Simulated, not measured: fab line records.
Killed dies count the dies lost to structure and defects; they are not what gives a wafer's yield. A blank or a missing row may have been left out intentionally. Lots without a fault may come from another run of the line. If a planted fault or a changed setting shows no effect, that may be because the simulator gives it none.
Which of the tools did it? | flow gf180mcu | 12 lots, 36 wafers sampled, at 5 steps of a route of 602

WHAT THE GAUGES SHOWED, per wafer
GF_VT_IMPLANT_TW_MEAS_32. Usual: for VT_IMPLANT_3_TW the level is 268.0 and the standard deviation is 1.8.
lot  | measured     | on            | VT_IMPLANT_3_TW   | flag
L359 | day 7 08:12  | film_metro-02 | 269.5 268.7 269.7 |
L361 | day 7 21:47  | film_metro-02 | 267.3 268.4 268.4 |
L363 | day 8 11:47  | film_metro-01 | 270.4 268.7 269.8 |
L369 | day 10 03:18 | film_metro-02 | 265.0 268.2 266.4 |
L370 | day 10 10:25 | film_metro-01 | 268.6 268.8 268.0 |
L371 | day 10 14:54 | film_metro-03 | 267.4 266.5 267.3 |
L373 | day 11 04:51 | film_metro-01 | 269.6 269.5 270.2 |
L374 | day 11 10:07 | film_metro-02 | 267.4 267.3 267.9 |
L375 | day 11 17:31 | film_metro-02 | 268.1 265.8 267.0 |
L377 | day 12 06:11 | film_metro-01 | 270.5 270.1 270.7 |
L378 | day 12 12:06 | film_metro-01 | 269.6 271.2 271.9 |
L379 | day 12 20:56 | film_metro-02 | 267.3 266.6 265.7 |

GF_HV_LDD_OVL_MEAS_08. Usual: for HV_LDD_OVL the level is 1.1 nm and the standard deviation is 1.3.
lot  | measured     | on         | HV_LDD_OVL (nm) | flag
L359 | day 10 14:19 | overlay-01 | 1.7 0.4 1.6     |
L361 | day 11 03:58 | overlay-02 | 2.5 0.4 2.2     |
L363 | day 12 01:01 | overlay-01 | 2.2 1.6 0.6     |
L373 | day 14 18:49 | overlay-02 | -0.6 -0.5 -0.4  |
L374 | day 15 04:07 | overlay-01 | 2.4 1.2 2.2     |
L375 | day 15 09:25 | overlay-01 | 0.4 0.8 0.2     |
L377 | day 15 22:53 | overlay-02 | 1.1 0.5 -0.8    |
L378 | day 16 08:13 | overlay-01 | -0.4 -0.9 -0.6  |
L379 | day 16 17:28 | overlay-01 | 0.9 2.1 1.3     |

EACH LOT AND THE TOOL THAT RAN IT (in order: tool; ch and the chambers of the sampled wafers; start)
lot  | GF_POLY_GATE_ETCH_12               | GF_POLY_GATE_ETCH_13             | GF_POLY_GATE_STRIP_14
L359 | rie_diel-03 ch 0,1,2, day 9 17:37  | rie_si-01 ch 1,3, day 9 17:40    | plasma_asher-03 ch 0,1, day 9 17:46
L361 | rie_diel-02 ch 0,2,3, day 10 08:04 | rie_si-01 ch 0,1,3, day 10 08:07 | plasma_asher-01 ch 0,1, day 10 08:11
L363 | rie_diel-01 ch 0,1,2, day 11 04:31 | rie_si-01 ch 0,1,2, day 11 04:34 | plasma_asher-03 ch 0,1, day 11 04:37
L369 | rie_diel-01 ch 0,2, day 12 16:27   | rie_si-01 ch 0,2, day 12 16:30   | plasma_asher-02 ch 0,1, day 12 16:34
L370 | rie_diel-03 ch 0,2,3, day 13 03:55 | rie_si-02 ch 1,2, day 13 03:58   | plasma_asher-01 ch 0,1, day 13 04:03
L371 | rie_diel-03 ch 1,3, day 13 08:01   | rie_si-02 ch 0,2,3, day 13 08:04 | plasma_asher-02 ch 0,1, day 13 08:07
L373 | rie_diel-01 ch 0,1,2, day 13 20:10 | rie_si-02 ch 1,3, day 13 20:13   | plasma_asher-01 ch 0,1, day 13 20:17
L374 | rie_diel-03 ch 2,3, day 14 05:13   | rie_si-01 ch 0,1, day 14 05:16   | plasma_asher-01 ch 0,1, day 14 05:19
L375 | rie_diel-01 ch 0,1,2, day 14 10:43 | rie_si-01 ch 1,2,3, day 14 10:46 | plasma_asher-03 ch 0,1, day 14 10:50
L377 | rie_diel-03 ch 0,1,3, day 14 23:49 | rie_si-02 ch 0,1, day 14 23:52   | plasma_asher-01 ch 0,1, day 14 23:58
L378 | rie_diel-02 ch 1,2,3, day 15 08:33 | rie_si-02 ch 0,3, day 15 08:36   | plasma_asher-01 ch 0,1, day 15 08:39
L379 | rie_diel-01 ch 2,3, day 15 16:13   | rie_si-01 ch 0,3, day 15 16:16   | plasma_asher-03 ch 0,1, day 15 16:20
- GF_POLY_GATE_ETCH_12: etches BARC in N2/H2.
- GF_POLY_GATE_ETCH_13: etches poly-Si in HBr/Cl2, stops on SiO2, target depth 198.5 nm, time 69.6 s.
- GF_POLY_GATE_STRIP_14: strips in O2/N2.

AS READ BY THE TOOLS THEMSELVES (means over the sampled wafers that have a number; for cases with no such wafer, the mark the record gives instead)
GF_POLY_GATE_ETCH_12. Usual: bias_w 99.99 W, standard deviation 0.26; chamber_pressure_mTorr 30.000 mTorr, standard deviation 0.026; drypump_motor_current_A 5.8 A, standard deviation 0.52; oes_product_au 0.735 a.u., standard deviation 0.0043; throttle_valve_pct 13.215 %, standard deviation 0.0085.
lot  | tool        | bias_w (W) | chamber_pressure_mTorr (mTorr) | drypump_motor_current_A (A) | oes_product_au (a.u.) | throttle_valve_pct (%) | flag
L359 | rie_diel-03 | 100.04     | 29.993                         | 5.4                         | 0.735                 | 13.224                 |
L361 | rie_diel-02 | 99.74      | 30.003                         | 6.0                         | 0.736                 | 13.216                 |
L363 | rie_diel-01 | 99.77      | 30.031                         | 6.0                         | 0.738                 | 13.212                 |
L369 | rie_diel-01 | 99.92      | 30.019                         | 6.2                         | 0.733                 | 13.208                 |
L370 | rie_diel-03 | 99.94      | 29.987                         | 5.4                         | 0.735                 | 13.220                 |
L371 | rie_diel-03 | 100.09     | 29.986                         | 5.3                         | 0.738                 | 13.216                 |
L373 | rie_diel-01 | 99.99      | 30.005                         | 6.0                         | 0.735                 | 13.223                 |
L374 | rie_diel-03 | 99.98      | 29.995                         | 5.0                         | 0.741                 | 13.219                 |
L375 | rie_diel-01 | 100.42     | 29.997                         | 6.0                         | 0.740                 | 13.214                 |
L377 | rie_diel-03 | 99.84      | 30.004                         | 5.6                         | 0.733                 | 13.220                 |
L378 | rie_diel-02 | 99.95      | 29.992                         | 6.1                         | 0.732                 | 13.209                 |
L379 | rie_diel-01 | 100.08     | 30.018                         | 6.1                         | 0.735                 | 13.215                 |

GF_POLY_GATE_ETCH_13. Usual: HBr_flow_sccm 150.1 sccm, standard deviation 0.43; bias_w 99.96 W, standard deviation 0.27; drypump_motor_current_A 5.4 A, standard deviation 0.47; oes_product_au 0.991 a.u., standard deviation 0.0077; throttle_valve_pct 33.685 %, standard deviation 0.0082.
lot  | tool      | HBr_flow_sccm (sccm) | bias_w (W) | drypump_motor_current_A (A) | oes_product_au (a.u.) | throttle_valve_pct (%) | flag
L359 | rie_si-01 | 149.8                | 99.77      | 5.2                         | 0.994                 | 33.692                 |
L361 | rie_si-01 | 150.2                | 99.83      | 5.3                         | 0.985                 | 33.695                 |
L363 | rie_si-01 | 150.1                | 99.76      | 5.6                         | 0.988                 | 33.686                 |
L369 | rie_si-01 | -                    | -          | -                           | -                     | -                      | OFF
L370 | rie_si-02 | -                    | -          | -                           | -                     | -                      | OFF
L371 | rie_si-02 | -                    | -          | -                           | -                     | -                      | OFF
L373 | rie_si-02 | 150.0                | 100.03     | 5.8                         | 1.004                 | 33.676                 |
L374 | rie_si-01 | 150.2                | 99.66      | 5.3                         | 0.994                 | 33.680                 |
L375 | rie_si-01 | 150.4                | 99.95      | 5.6                         | 0.994                 | 33.679                 |
L377 | rie_si-02 | 150.3                | 99.98      | 5.9                         | 1.003                 | 33.686                 |
L378 | rie_si-02 | 150.1                | 99.90      | 5.1                         | 0.994                 | 33.683                 |
L379 | rie_si-01 | 150.0                | 99.82      | 5.0                         | 0.990                 | 33.690                 |

GF_POLY_GATE_STRIP_14. Usual: drypump_motor_current_A 5.8 A, standard deviation 0.45; heater_power_w 350 W, standard deviation 28; oes_product_au 0.504 a.u., standard deviation 0.0043.
lot  | tool            | drypump_motor_current_A (A) | heater_power_w (W) | oes_product_au (a.u.) | flag
L359 | plasma_asher-03 | 5.8                         | 345                | 0.505                 |
L361 | plasma_asher-01 | 5.4                         | 345                | 0.507                 |
L363 | plasma_asher-03 | 5.8                         | 342                | 0.503                 |
L369 | plasma_asher-02 | 6.2                         | 374                | 0.543                 | OFF
L370 | plasma_asher-01 | 5.5                         | 337                | 0.541                 | OFF
L371 | plasma_asher-02 | 6.1                         | 372                | 0.545                 | OFF
L373 | plasma_asher-01 | 5.4                         | 344                | 0.502                 |
L374 | plasma_asher-01 | 5.5                         | 344                | 0.504                 |
L375 | plasma_asher-03 | 5.8                         | 341                | 0.503                 |
L377 | plasma_asher-01 | 5.5                         | 339                | 0.504                 |
L378 | plasma_asher-01 | 5.5                         | 345                | 0.504                 |
L379 | plasma_asher-03 | 5.8                         | 337                | 0.506                 |

THE ANSWER, worked out from the rows above alone
Rule: lot off if the mean of its wafers having a number is beyond 3 standard deviations from the usual mean. Also off: a lot with no number at a reading for which 4 or more lots have one. All remaining lots with rows at the step are treated as sound. After the gauges, taken in route order, come the tools' own readings; for these a lot's mean is taken, as printed above. The first step at which some lot is off is used, and at that step the reading that is off furthest; a lot without a number counts as furthest.
Off: L369, L370, L371, at GF_POLY_GATE_ETCH_13 (HBr_flow_sccm). Without a number there: L369, L370, L371.
If a tool, at that step or one of the process steps before it, ran each lot that is off and ran no sound lot following the first of them, it fits. Of those tried, none fits.

WHAT THE SIMULATOR HAD PUT IN
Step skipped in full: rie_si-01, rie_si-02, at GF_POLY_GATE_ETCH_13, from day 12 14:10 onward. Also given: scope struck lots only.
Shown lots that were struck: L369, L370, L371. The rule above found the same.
